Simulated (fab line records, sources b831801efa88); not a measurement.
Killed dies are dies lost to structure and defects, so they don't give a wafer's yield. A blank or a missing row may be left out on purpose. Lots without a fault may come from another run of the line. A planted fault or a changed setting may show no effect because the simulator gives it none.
Which tool did it? | flow sky130 | 24 lots, 72 wafers sampled, at 5 steps of a route of 708

WHAT THE GAUGES READ, wafer by wafer
SKY_NWELL_OVL_MEAS_10.
lot  | measured     | on         | NWELL_00_OVL (nm)
L074 | day 4 12:41  | overlay-01 | 1.6 2.3 1.4
L075 | day 4 18:11  | overlay-01 | -0.5 -0.4 0.6
L076 | day 5 00:56  | overlay-02 | 2.8 1.5 3.7
L077 | day 5 07:20  | overlay-02 | 4.2 4.1 3.4
L078 | day 5 11:41  | overlay-01 | 2.8 1.7 1.5
L079 | day 5 17:05  | overlay-01 | 1.3 0.4 -0.3
L080 | day 5 22:17  | overlay-02 | 2.5 1.4 1.9
L081 | day 6 05:31  | overlay-02 | 1.3 2.2 -0.2
L082 | day 6 11:32  | overlay-01 | -0.6 -1.9 -0.8
L083 | day 6 16:19  | overlay-02 | 0.7 -0.5 1.7
L084 | day 6 23:25  | overlay-01 | 0.4 -1.3 -1.8
L085 | day 7 04:55  | overlay-02 | 2.3 3.0 2.3
L086 | day 7 09:08  | overlay-01 | 1.4 0.8 0.4
L087 | day 7 16:16  | overlay-01 | 0.9 1.1 1.3
L088 | day 8 01:31  | overlay-02 | 0.0 -0.1 1.7
L089 | day 8 07:04  | overlay-01 | 1.3 -0.7 2.2
L090 | day 8 10:22  | overlay-01 | 0.3 -0.7 0.9
L091 | day 8 16:01  | overlay-01 | 1.0 2.5 2.2
L092 | day 8 20:13  | overlay-02 | 0.2 1.2 0.2
L093 | day 9 04:53  | overlay-02 | 0.5 1.9 0.4
L094 | day 9 08:56  | overlay-01 | 0.2 1.4 -0.3
L095 | day 9 14:06  | overlay-02 | 0.1 0.9 0.5
L096 | day 9 21:49  | overlay-01 | 0.5 -0.1 -0.4
L097 | day 10 04:20 | overlay-02 | 0.2 0.6 0.1

SKY_VT_ADJUST_PCH_TW_MEAS_10.
lot  | measured     | on            | VT_ADJUST_PCH_TW
L074 | day 10 05:53 | film_metro-02 | 142.6 143.0 142.4
L075 | day 10 22:33 | film_metro-03 | 142.2 142.6 141.6
L076 | day 10 22:44 | film_metro-03 | 141.6 142.2 142.7
L077 | day 11 08:04 | film_metro-02 | 141.7 141.9 141.7
L078 | day 11 14:00 | film_metro-01 | 140.6 140.0 140.4
L079 | day 11 20:07 | film_metro-03 | 143.0 142.6 142.5
L080 | day 12 03:31 | film_metro-01 | 140.6 139.5 140.5
L081 | day 12 13:28 | film_metro-02 | 141.8 141.5 141.7
L082 | day 12 19:01 | film_metro-01 | 140.1 140.7 139.9
L083 | day 13 03:45 | film_metro-02 | 141.3 142.0 142.0
L084 | day 13 12:37 | film_metro-01 | 140.2 140.8 139.7
L085 | day 13 18:13 | film_metro-03 | 142.0 141.7 142.0
L086 | day 13 23:49 | film_metro-02 | 142.1 142.1 141.9
L087 | day 14 11:25 | film_metro-03 | 144.0 144.4 143.7
L088 | day 14 21:58 | film_metro-02 | 142.2 142.4 142.2
L089 | day 15 07:53 | film_metro-03 | 141.9 142.5 141.7
L090 | day 15 09:51 | film_metro-01 | 140.8 141.3 141.7
L091 | day 15 14:28 | film_metro-02 | 142.7 144.0 142.5
L092 | day 15 22:33 | film_metro-03 | 142.3 142.0 143.4
L093 | day 16 10:01 | film_metro-03 | 142.8 142.1 142.0
L094 | day 16 13:52 | film_metro-03 | 142.4 142.7 142.8
L095 | day 16 22:32 | film_metro-03 | 142.5 142.6 142.1
L096 | day 17 05:52 | film_metro-02 | 142.4 142.0 141.9
L097 | day 17 17:23 | film_metro-01 | 140.1 140.5 140.0

SKY_LDD_N_OVL_MEAS_07.
lot  | measured     | on         | LDD_N_OVL (nm)
L074 | day 17 22:14 | overlay-01 | 0.7 -0.6 1.9
L075 | day 18 11:25 | overlay-01 | -0.6 -0.5 0.8
L076 | day 18 11:59 | overlay-02 | 0.0 1.0 0.8
L077 | day 19 02:08 | overlay-02 | 1.0 -0.1 0.3
L078 | day 19 02:26 | overlay-01 | 3.0 2.6 2.0
L079 | day 19 11:56 | overlay-02 | 1.7 1.0 0.8
L080 | day 19 21:14 | overlay-01 | -0.6 -0.3 0.6
L081 | day 20 05:02 | overlay-02 | -0.1 -0.4 -0.9
L082 | day 20 12:02 | overlay-02 | 3.3 2.8 3.2
L083 | day 21 03:23 | overlay-02 | -1.0 0.1 1.1
L084 | day 21 15:13 | overlay-02 | 1.0 -3.5 -0.4
L085 | day 21 17:49 | overlay-02 | 0.4 0.6 1.3
L086 | day 22 12:23 | overlay-01 | 1.5 -0.2 1.8
L087 | day 22 21:37 | overlay-01 | 0.4 -0.4 2.2
L088 | day 23 01:38 | overlay-01 | 0.6 -0.2 -1.0
L089 | day 23 19:25 | overlay-01 | -0.9 0.0 0.5
L090 | day 23 18:26 | overlay-01 | 1.0 1.9 -0.9
L091 | day 23 16:58 | overlay-01 | 2.6 1.2 0.0
L092 | day 25 05:14 | overlay-01 | 0.2 1.7 2.5
L093 | day 25 07:44 | overlay-02 | 0.0 1.9 0.8
L094 | day 25 07:53 | overlay-01 | 2.8 2.4 2.8
L095 | day 25 09:30 | overlay-01 | -0.3 0.6 1.3
L096 | day 25 14:53 | overlay-01 | 0.0 -0.1 0.2
L097 | day 25 19:08 | overlay-01 | 0.4 2.0 2.8

SKY_LDD_P_TW_MEAS_11.
lot  | measured     | on            | LDD_P_TW
L074 | day 19 03:59 | film_metro-02 | 636 634 637
L075 | day 19 18:58 | film_metro-03 | 641 634 634
L076 | day 19 19:42 | film_metro-02 | 633 638 631
L077 | day 20 10:07 | film_metro-02 | 629 630 627
L078 | day 20 10:25 | film_metro-02 | 629 629 628
L079 | day 20 19:36 | film_metro-03 | 632 635 632
L080 | day 21 06:02 | film_metro-03 | 632 632 636
L081 | day 21 13:25 | film_metro-04 | 640 639 637
L082 | day 21 20:07 | film_metro-03 | 635 631 636
L083 | day 22 11:11 | film_metro-02 | 632 635 632
L084 | day 23 00:01 | film_metro-02 | 634 632 631
L085 | day 23 02:04 | film_metro-03 | 629 632 632
L086 | day 23 20:07 | film_metro-02 | 636 634 631
L087 | day 24 05:40 | film_metro-02 | 631 630 628
L088 | day 24 09:36 | film_metro-02 | 633 632 633
L089 | day 25 03:21 | film_metro-04 | 636 638 635
L090 | day 25 02:08 | film_metro-04 | 636 639 636
L091 | day 25 01:22 | film_metro-04 | 638 636 635
L092 | day 26 11:38 | film_metro-04 | 639 643 638
L093 | day 26 14:22 | film_metro-04 | 633 639 637
L094 | day 26 14:40 | film_metro-04 | 633 640 642
L095 | day 26 15:39 | film_metro-04 | 636 636 640
L096 | day 26 20:58 | film_metro-04 | 639 636 638
L097 | day 27 00:53 | film_metro-04 | 640 642 644

WHICH TOOL RAN EACH LOT (tool, then ch and the chambers of the sampled wafers, then the start)
lot  | SKY_POLY_GATE_ETCH_16
L074 | rie_diel-03 ch 1,2,3, day 16 11:19
L075 | rie_diel-02 ch 0,1, day 17 00:37
L076 | rie_diel-04 ch 0,1, day 17 00:51
L077 | rie_diel-04 ch 0,1,2, day 17 11:10
L078 | rie_diel-03 ch 1,2, day 17 19:12
L079 | rie_diel-02 ch 1,2,3, day 17 22:54
L080 | rie_diel-04 ch 2,3, day 18 07:28
L081 | rie_diel-02 ch 0,3, day 18 18:40
L082 | rie_diel-04 ch 0,3, day 19 03:13
L083 | rie_diel-02 ch 2,3, day 19 18:45
L084 | rie_diel-04 ch 0,1,3, day 20 06:42
L085 | rie_diel-02 ch 0,2, day 20 08:57
L086 | rie_diel-03 ch 2,3, day 21 04:40
L087 | rie_diel-02 ch 0,2,3, day 21 13:37
L088 | rie_diel-03 ch 0,3, day 21 17:46
L089 | rie_diel-03 ch 1,2, day 22 11:45
L090 | rie_diel-04 ch 0,3, day 22 10:13
L091 | rie_diel-03 ch 2,3, day 22 08:55
L092 | rie_diel-03 ch 1,3, day 23 22:00
L093 | rie_diel-04 ch 1,3, day 24 00:19
L094 | rie_diel-02 ch 0,1,3, day 24 00:37
L095 | rie_diel-03 ch 2,3, day 24 00:40
L096 | rie_diel-03 ch 0,1,3, day 24 07:10
L097 | rie_diel-03 ch 1,2,3, day 24 12:01
- SKY_POLY_GATE_ETCH_16: etches Si3N4 in CH3F/O2, stops on poly-Si, time 147.5 s, target depth 75 nm.

WHAT THE TOOLS THEMSELVES READ (means of the sampled wafers that have a number; where no wafer has one, the mark that the record gives instead)
SKY_POLY_GATE_ETCH_16.
lot  | tool        | drypump_motor_current_A (A) | oes_product_au (a.u.) | throttle_valve_pct (%)
L074 | rie_diel-03 | 5.3                         | 0.639                 | 10.533
L075 | rie_diel-02 | 5.1                         | 0.643                 | 10.534
L076 | rie_diel-04 | 6.1                         | 0.640                 | 10.534
L077 | rie_diel-04 | 6.0                         | 0.641                 | 10.542
L078 | rie_diel-03 | 5.3                         | 0.642                 | 10.540
L079 | rie_diel-02 | 5.3                         | 0.638                 | 10.531
L080 | rie_diel-04 | 6.4                         | 0.646                 | 10.529
L081 | rie_diel-02 | 4.7                         | 0.642                 | 10.534
L082 | rie_diel-04 | 6.3                         | 0.646                 | 10.538
L083 | rie_diel-02 | 5.5                         | 0.639                 | 10.544
L084 | rie_diel-04 | 6.2                         | 0.643                 | 10.525
L085 | rie_diel-02 | 5.5                         | 0.642                 | 10.531
L086 | rie_diel-03 | 5.2                         | 0.638                 | 10.528
L087 | rie_diel-02 | 5.1                         | 0.643                 | 10.533
L088 | rie_diel-03 | 5.2                         | 0.642                 | 10.538
L089 | rie_diel-03 | 5.4                         | 0.638                 | 10.543
L090 | rie_diel-04 | 6.1                         | 0.639                 | 10.547
L091 | rie_diel-03 | 5.2                         | 0.639                 | 10.537
L092 | rie_diel-03 | 5.4                         | 0.641                 | 10.553
L093 | rie_diel-04 | 6.3                         | 0.637                 | 10.537
L094 | rie_diel-02 | 4.9                         | 0.635                 | 10.538
L095 | rie_diel-03 | 5.2                         | 0.637                 | 10.538
L096 | rie_diel-03 | 5.3                         | 0.647                 | 10.532
L097 | rie_diel-03 | 5.3                         | 0.639                 | 10.532

THE ANSWER, worked out from the rows above alone
Rule: what is usual is taken from the lots themselves. Put in order of their means at a reading, lots are off if they are a third of the lots or fewer, leave a main group of 4 or more, and stand apart from it by a gap of 3 or more times the standard deviation of the main group's means; of several such gaps the widest counts. A main group whose means are all the same, to the digits that the tables above print for the reading, isn't used. A lot without any number at a reading at which 4 lots or more have one is off too. The other lots that the step has rows for count as sound. The gauges are gone through in route order, then the tools' own readings, and for those a lot's mean is taken as printed above. The first step at which some lot is off is used, and at that step the reading that is off furthest; a lot without a number counts as furthest.
No lot is off at any reading shown: from this, nothing can be told.

WHAT THE SIMULATOR HAD PUT IN
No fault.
